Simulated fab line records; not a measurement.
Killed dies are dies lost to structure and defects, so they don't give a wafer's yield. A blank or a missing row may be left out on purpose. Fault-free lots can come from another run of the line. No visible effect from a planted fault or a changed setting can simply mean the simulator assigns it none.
Matching of chambers + flow gf180mcu + 4 sister chambers for GF_V4_CMP_26 on cmp-01
The step polishes, stops on SiO2, t overpolish 15 s, target thk 0 nm. 4 wafers are shown with their chamber, then 10 later ones without.

== EACH WAFER AND ITS CHAMBER ==
| wafer  | chamber | motor_current_A (A) |
|--------|---------|---------------------|
| L088.5 | 0       | 11.6                |
| L089.2 | 2       | 11.2                |
| L090.1 | 3       | 9.7                 |
| L090.2 | 1       | 9.7                 |

== WAFERS WITH NO CHAMBER GIVEN ==
| wafer  | motor_current_A (A) |
|--------|---------------------|
| L090.6 | 9.3                 |
| L092.1 | 9.7                 |
| L092.2 | 9.4                 |
| L092.4 | 11.3                |
| L094.2 | 11.8                |
| L094.3 | 11.1                |
| L094.6 | 9.6                 |
| L097.1 | 10.0                |
| L097.2 | 11.3                |
| L097.4 | 11.9                |

== EACH ONE'S CHAMBER ==
| wafer  | from the rows above     | in truth |
|--------|-------------------------|----------|
| L090.6 | can't be placed: 1 or 3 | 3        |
| L092.1 | can't be placed: 1 or 3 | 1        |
| L092.2 | can't be placed: 1 or 3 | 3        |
| L092.4 | can't be placed: 2 or 0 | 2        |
| L094.2 | can't be placed: 0 or 2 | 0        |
| L094.3 | can't be placed: 2 or 0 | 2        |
| L094.6 | can't be placed: 1 or 3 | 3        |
| L097.1 | can't be placed: 1 or 3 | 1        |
| L097.2 | can't be placed: 2 or 0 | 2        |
| L097.4 | can't be placed: 0 or 2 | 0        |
0 of 10 placed correctly. Not placeable from these rows: 10 (in 10, the candidates include the true chamber). Wrongly placed: 0.
How it was worked out, from the rows above alone: a wafer's distance from a chamber is the root of the sum, over the readings, of the square of ((its reading less the chamber's mean) divided by the reading's scatter). The wafer belongs to the nearest chamber; if the next one is less than 2 further off, it can't be placed. Each chamber's mean is taken over the wafers shown for it. The scatter: root of mean squared gap, hidden wafer to nearest shown wafer, with one shown wafer a chamber.
